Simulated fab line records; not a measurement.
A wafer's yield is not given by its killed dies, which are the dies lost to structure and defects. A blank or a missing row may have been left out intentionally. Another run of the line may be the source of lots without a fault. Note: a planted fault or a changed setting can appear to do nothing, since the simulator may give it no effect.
fab line records :: flow gf180mcu
[record]
  lots = 5
  wafers = 15
  lastDay = 34
route steps=602 shown NWELL@47
lots untouched by any fault: they come from a run of this same line in which no faults occurred
startH: hours from the record's first day to the start of the lot's first wafer shown :: waitH: time in hours since the lot's previous step :: " unchanged from the row above :: L1.1+2: a single row standing in for several wafers :: - value missing, or start not given :: * or withheld: withheld :: < > ~ a bound
route shown NAME@n: names a module that has steps shown in the file, with the first one's number in the route :: usual: mean and standard deviation over wafers with no fault :: same: alike in all rows :: chamber/n: place in a boat :: sites: per-site readings :: _std_site: standard deviation across them :: _edge_site: inner sites' mean taken away from outer sites' mean :: radiusMm: how far each site lies from the wafer's centre :: mask NAME#n: copy n :: behind: the last tool/chamber to shape the wafer :: hold: why the lot went on hold/how many hours it stayed there/how the hold came to an end :: device: which transistor (n, p or np) failed to switch :: end of line: the route-end tests of the same wafers :: step lacking rows: just its recipe :: killed: at the first sort, the dies lost to defects and structure; wafer yield is something else :: map: a wafer's dies, marking killed ones x, the rest . and places with no die _
set.NAME: the setting the step ran with; set.NAME@STEP: the setting that earlier step ran with :: model.NAME: the simulator's own value behind a step, which no gauge read
lots at selected steps of the route; one table per step, one row per wafer
services: from which hour (startH, from the record's first day; less than 0 if before it) a tool's chamber was out of use, for how many hours, and why
[[steps]]
[step GF_NWELL_PEB_05]
[recipe]
  tempC = 115
  timeS = withheld
lot.wafer: L082.1+4+6
tool: lithoTrack-01
chamber: 0
startH: -
waitH: -

lot.wafer: L089.2+3+4
tool: lithoTrack-03
chamber: 0
startH: -
waitH: -

lot.wafer: L090.1+2+4
tool: lithoTrack-04
chamber: 0
startH: -
waitH: -

lot.wafer: L091.1+2+3
tool: lithoTrack-03
chamber: 0
startH: -
waitH: -

lot.wafer: L095.1+3+4
tool: lithoTrack-03
chamber: 0
startH: -
waitH: -
[step GF_NWELL_DEVELOP_06]
[recipe]
  wallAngleDeg = 90
  developTimeS = 60
  devTempC = 23
lot.wafer: L082.1+4+6
tool: lithoTrack-01
chamber: 0
startH: -
waitH: -

lot.wafer: L089.2+3+4
tool: lithoTrack-03
chamber: 0
startH: -
waitH: -

lot.wafer: L090.1+2+4
tool: lithoTrack-04
chamber: 0
startH: -
waitH: -

lot.wafer: L091.1+2+3
tool: lithoTrack-03
chamber: 0
startH: -
waitH: -

lot.wafer: L095.1+3+4
tool: lithoTrack-03
chamber: 0
startH: -
waitH: -
[step GF_NWELL_OVL_MEAS_07]
[usual]
  NWELL_OVL = -0.4/1.3
lot.wafer: L082.1
tool: overlay-02
chamber: -
startH: 97.94
waitH: -
NWELL_OVL[nm]: -1.5

lot.wafer: L082.4
tool: overlay-02
chamber: -
startH: 97.94
waitH: -
NWELL_OVL[nm]: 0.1

lot.wafer: L082.6
tool: overlay-02
chamber: -
startH: 97.94
waitH: -
NWELL_OVL[nm]: -1.2

lot.wafer: L089.2
tool: overlay-01
chamber: -
startH: 139.21
waitH: -
NWELL_OVL[nm]: 0.2

lot.wafer: L089.3
tool: overlay-01
chamber: -
startH: 139.21
waitH: -
NWELL_OVL[nm]: 0.0

lot.wafer: L089.4
tool: overlay-01
chamber: -
startH: 139.21
waitH: -
NWELL_OVL[nm]: 0.2

lot.wafer: L090.1
tool: overlay-02
chamber: -
startH: 143.37
waitH: -
NWELL_OVL[nm]: 0.7

lot.wafer: L090.2
tool: overlay-02
chamber: -
startH: 143.37
waitH: -
NWELL_OVL[nm]: -0.6

lot.wafer: L090.4
tool: overlay-02
chamber: -
startH: 143.37
waitH: -
NWELL_OVL[nm]: 0.2

lot.wafer: L091.1
tool: overlay-01
chamber: -
startH: 149.90
waitH: -
NWELL_OVL[nm]: 0.8

lot.wafer: L091.2
tool: overlay-01
chamber: -
startH: 149.90
waitH: -
NWELL_OVL[nm]: 2.6

lot.wafer: L091.3
tool: overlay-01
chamber: -
startH: 149.90
waitH: -
NWELL_OVL[nm]: 1.8

lot.wafer: L095.1
tool: overlay-01
chamber: -
startH: 170.75
waitH: -
NWELL_OVL[nm]: -0.7

lot.wafer: L095.3
tool: overlay-01
chamber: -
startH: 170.75
waitH: -
NWELL_OVL[nm]: -1.8

lot.wafer: L095.4
tool: overlay-01
chamber: -
startH: 170.75
waitH: -
NWELL_OVL[nm]: 0.5
[step GF_NWELL_IMPLANT_08]
[recipe]
  species = P
  energyKev = 450
  doseCm2 = 1.5e+13
  tiltDeg = 0
[usual]
  faradayCurrentUA = 84.5/1.8
lot.wafer: L082.1
tool: implanter-03
chamber: 0
startH: 97.97
waitH: 0.0
faradayCurrentUA: 84.9

lot.wafer: L082.4
tool: implanter-03
chamber: 0
startH: 97.97
waitH: 0.0
faradayCurrentUA: 85.0

lot.wafer: L082.6
tool: implanter-03
chamber: 0
startH: 97.97
waitH: 0.0
faradayCurrentUA: 81.8

lot.wafer: L089.2
tool: implanter-04
chamber: 0
startH: 139.26
waitH: 0.0
faradayCurrentUA: 85.2

lot.wafer: L089.3
tool: implanter-04
chamber: 0
startH: 139.26
waitH: 0.0
faradayCurrentUA: 86.7

lot.wafer: L089.4
tool: implanter-04
chamber: 0
startH: 139.26
waitH: 0.0
faradayCurrentUA: 81.1

lot.wafer: L090.1
tool: implanter-03
chamber: 0
startH: 143.40
waitH: 0.0
faradayCurrentUA: 86.9

lot.wafer: L090.2
tool: implanter-03
chamber: 0
startH: 143.40
waitH: 0.0
faradayCurrentUA: 83.8

lot.wafer: L090.4
tool: implanter-03
chamber: 0
startH: 143.40
waitH: 0.0
faradayCurrentUA: 85.0

lot.wafer: L091.1
tool: implanter-02
chamber: 0
startH: 149.94
waitH: 0.0
faradayCurrentUA: 81.2

lot.wafer: L091.2
tool: implanter-02
chamber: 0
startH: 149.94
waitH: 0.0
faradayCurrentUA: 83.4

lot.wafer: L091.3
tool: implanter-02
chamber: 0
startH: 149.94
waitH: 0.0
faradayCurrentUA: 85.6

lot.wafer: L095.1
tool: implanter-04
chamber: 0
startH: 170.79
waitH: 0.0
faradayCurrentUA: 86.0

lot.wafer: L095.3
tool: implanter-04
chamber: 0
startH: 170.79
waitH: 0.0
faradayCurrentUA: 84.4

lot.wafer: L095.4
tool: implanter-04
chamber: 0
startH: 170.79
waitH: 0.0
faradayCurrentUA: 83.5
[step GF_NWELL_IMPLANT_09]
[recipe]
  species = P
  energyKev = 160
  doseCm2 = 4e+12
  tiltDeg = 0
[usual]
  faradayCurrentUA = 22.6/0.47
lot.wafer: L082.1
tool: implanter-03
chamber: 0
startH: 98.12
waitH: 0.1
faradayCurrentUA: 22.8

lot.wafer: L082.4
tool: implanter-03
chamber: 0
startH: 98.12
waitH: 0.1
faradayCurrentUA: 22.1

lot.wafer: L082.6
tool: implanter-03
chamber: 0
startH: 98.12
waitH: 0.1
faradayCurrentUA: 22.2

lot.wafer: L089.2
tool: implanter-04
chamber: 0
startH: 139.41
waitH: 0.1
faradayCurrentUA: 22.6

lot.wafer: L089.3
tool: implanter-04
chamber: 0
startH: 139.41
waitH: 0.1
faradayCurrentUA: 22.6

lot.wafer: L089.4
tool: implanter-04
chamber: 0
startH: 139.41
waitH: 0.1
faradayCurrentUA: 23.8

lot.wafer: L090.1
tool: implanter-03
chamber: 0
startH: 143.55
waitH: 0.1
faradayCurrentUA: 24.0

lot.wafer: L090.2
tool: implanter-03
chamber: 0
startH: 143.55
waitH: 0.1
faradayCurrentUA: 23.3

lot.wafer: L090.4
tool: implanter-03
chamber: 0
startH: 143.55
waitH: 0.1
faradayCurrentUA: 23.0

lot.wafer: L091.1
tool: implanter-02
chamber: 0
startH: 150.09
waitH: 0.1
faradayCurrentUA: 22.7

lot.wafer: L091.2
tool: implanter-02
chamber: 0
startH: 150.09
waitH: 0.1
faradayCurrentUA: 22.4

lot.wafer: L091.3
tool: implanter-02
chamber: 0
startH: 150.09
waitH: 0.1
faradayCurrentUA: 22.6

lot.wafer: L095.1
tool: implanter-04
chamber: 0
startH: 170.94
waitH: 0.1
faradayCurrentUA: 22.7

lot.wafer: L095.3
tool: implanter-04
chamber: 0
startH: 170.94
waitH: 0.1
faradayCurrentUA: 23.1

lot.wafer: L095.4
tool: implanter-04
chamber: 0
startH: 170.94
waitH: 0.1
faradayCurrentUA: 22.6
[step GF_NWELL_STRIP_10]
[recipe]
  chemistry = O2/N2
  powerW = 1400
  pressureMtorr = 1500
  platenTempC = 250
  o2FlowSccm = 3000
  n2FlowSccm = 300
  overashFraction = 0.5
[usual]
  drypumpMotorCurrentA = 5.7/0.49
  heaterPowerW = 351/27
  oesProductAu = 0.722/0.0049
  stripTimeToEndpointS = 36.89/0.092
lot.wafer: L082.1
tool: plasmaAsher-01
chamber: 0
startH: 98.27
waitH: 0.1
drypumpMotorCurrentA: 6.0
heaterPowerW: 375
oesProductAu: 0.722
rfHoursCounterH: 43
stripTimeToEndpointS: 36.87

lot.wafer: L082.4
tool: plasmaAsher-01
chamber: 0
startH: 98.27
waitH: 0.1
drypumpMotorCurrentA: 6.1
heaterPowerW: 372
oesProductAu: 0.728
rfHoursCounterH: -
stripTimeToEndpointS: 36.93

lot.wafer: L082.6
tool: plasmaAsher-01
chamber: 1
startH: 98.27
waitH: 0.1
drypumpMotorCurrentA: 5.8
heaterPowerW: 348
oesProductAu: 0.719
rfHoursCounterH: -
stripTimeToEndpointS: 36.93

lot.wafer: L089.2
tool: plasmaAsher-02
chamber: 0
startH: 139.54
waitH: 0.1
drypumpMotorCurrentA: 6.1
heaterPowerW: 384
oesProductAu: 0.729
rfHoursCounterH: 2
stripTimeToEndpointS: 36.88

lot.wafer: L089.3
tool: plasmaAsher-02
chamber: 0
startH: 139.54
waitH: 0.1
drypumpMotorCurrentA: 6.1
heaterPowerW: 391
oesProductAu: 0.720
rfHoursCounterH: -
stripTimeToEndpointS: 36.79

lot.wafer: L089.4
tool: plasmaAsher-02
chamber: 1
startH: 139.54
waitH: 0.1
drypumpMotorCurrentA: 5.1
heaterPowerW: 356
oesProductAu: 0.718
rfHoursCounterH: -
stripTimeToEndpointS: 36.85

lot.wafer: L090.1
tool: plasmaAsher-03
chamber: 0
startH: 143.70
waitH: 0.1
drypumpMotorCurrentA: 6.0
heaterPowerW: 330
oesProductAu: 0.730
rfHoursCounterH: 36
stripTimeToEndpointS: 36.95

lot.wafer: L090.2
tool: plasmaAsher-03
chamber: 1
startH: 143.70
waitH: 0.1
drypumpMotorCurrentA: 4.8
heaterPowerW: 306
oesProductAu: 0.724
rfHoursCounterH: 36
stripTimeToEndpointS: 36.95

lot.wafer: L090.4
tool: plasmaAsher-03
chamber: 1
startH: 143.70
waitH: 0.1
drypumpMotorCurrentA: 4.7
heaterPowerW: 301
oesProductAu: 0.724
rfHoursCounterH: -
stripTimeToEndpointS: 36.97

lot.wafer: L091.1
tool: plasmaAsher-02
chamber: 1
startH: 150.24
waitH: 0.1
drypumpMotorCurrentA: 5.1
heaterPowerW: 340
oesProductAu: 0.716
rfHoursCounterH: 3
stripTimeToEndpointS: 36.92

lot.wafer: L091.2
tool: plasmaAsher-02
chamber: 0
startH: 150.24
waitH: 0.1
drypumpMotorCurrentA: 6.1
heaterPowerW: 401
oesProductAu: 0.713
rfHoursCounterH: 3
stripTimeToEndpointS: 36.95

lot.wafer: L091.3
tool: plasmaAsher-02
chamber: 0
startH: 150.24
waitH: 0.1
drypumpMotorCurrentA: 6.1
heaterPowerW: 393
oesProductAu: 0.725
rfHoursCounterH: -
stripTimeToEndpointS: 36.87

lot.wafer: L095.1
tool: plasmaAsher-01
chamber: 1
startH: 171.09
waitH: 0.1
drypumpMotorCurrentA: 5.8
heaterPowerW: 341
oesProductAu: 0.726
rfHoursCounterH: 51
stripTimeToEndpointS: 37.18

lot.wafer: L095.3
tool: plasmaAsher-01
chamber: 0
startH: 171.09
waitH: 0.1
drypumpMotorCurrentA: 6.0
heaterPowerW: 377
oesProductAu: 0.721
rfHoursCounterH: -
stripTimeToEndpointS: 37.09

lot.wafer: L095.4
tool: plasmaAsher-01
chamber: 1
startH: 171.09
waitH: 0.1
drypumpMotorCurrentA: 5.8
heaterPowerW: 347
oesProductAu: 0.729
rfHoursCounterH: -
stripTimeToEndpointS: 37.09
[step GF_NWELL_TW_MEAS_11]
[usual]
  NWELL_TW = 1557/11
lot.wafer: L082.1
tool: filmMetro-04
chamber: -
startH: 98.37
waitH: 0.1
NWELL_TW: 1542

lot.wafer: L082.4
tool: filmMetro-04
chamber: -
startH: 98.37
waitH: 0.1
NWELL_TW: 1542

lot.wafer: L082.6
tool: filmMetro-04
chamber: -
startH: 98.37
waitH: 0.1
NWELL_TW: 1546

lot.wafer: L089.2
tool: filmMetro-04
chamber: -
startH: 139.65
waitH: 0.1
NWELL_TW: 1545

lot.wafer: L089.3
tool: filmMetro-04
chamber: -
startH: 139.65
waitH: 0.1
NWELL_TW: 1547

lot.wafer: L089.4
tool: filmMetro-04
chamber: -
startH: 139.65
waitH: 0.1
NWELL_TW: 1553

lot.wafer: L090.1
tool: filmMetro-02
chamber: -
startH: 143.80
waitH: 0.1
NWELL_TW: 1551

lot.wafer: L090.2
tool: filmMetro-02
chamber: -
startH: 143.80
waitH: 0.1
NWELL_TW: 1565

lot.wafer: L090.4
tool: filmMetro-02
chamber: -
startH: 143.80
waitH: 0.1
NWELL_TW: 1545

lot.wafer: L091.1
tool: filmMetro-04
chamber: -
startH: 150.35
waitH: 0.1
NWELL_TW: 1550

lot.wafer: L091.2
tool: filmMetro-04
chamber: -
startH: 150.35
waitH: 0.1
NWELL_TW: 1551

lot.wafer: L091.3
tool: filmMetro-04
chamber: -
startH: 150.35
waitH: 0.1
NWELL_TW: 1545

lot.wafer: L095.1
tool: filmMetro-02
chamber: -
startH: 171.19
waitH: 0.1
NWELL_TW: 1562

lot.wafer: L095.3
tool: filmMetro-02
chamber: -
startH: 171.19
waitH: 0.1
NWELL_TW: 1571

lot.wafer: L095.4
tool: filmMetro-02
chamber: -
startH: 171.19
waitH: 0.1
NWELL_TW: 1569
[[services]]
tool: plasmaAsher-02
chamber: -
startH: 103.10
hours: 2.2
kind: repair

tool: plasmaAsher-02
chamber: -
startH: 108.75
hours: 9.0
kind: pm

tool: plasmaAsher-02
chamber: 0
startH: 108.75
hours: 9.0
kind: ventCycle

tool: plasmaAsher-02
chamber: 1
startH: 108.75
hours: 9.0
kind: ventCycle

tool: plasmaAsher-02
chamber: 0
startH: 117.75
hours: -
kind: clean

tool: plasmaAsher-02
chamber: 1
startH: 117.75
hours: -
kind: clean

tool: plasmaAsher-03
chamber: -
startH: 139.74
hours: 2.0
kind: repair
[[key]]
fault none
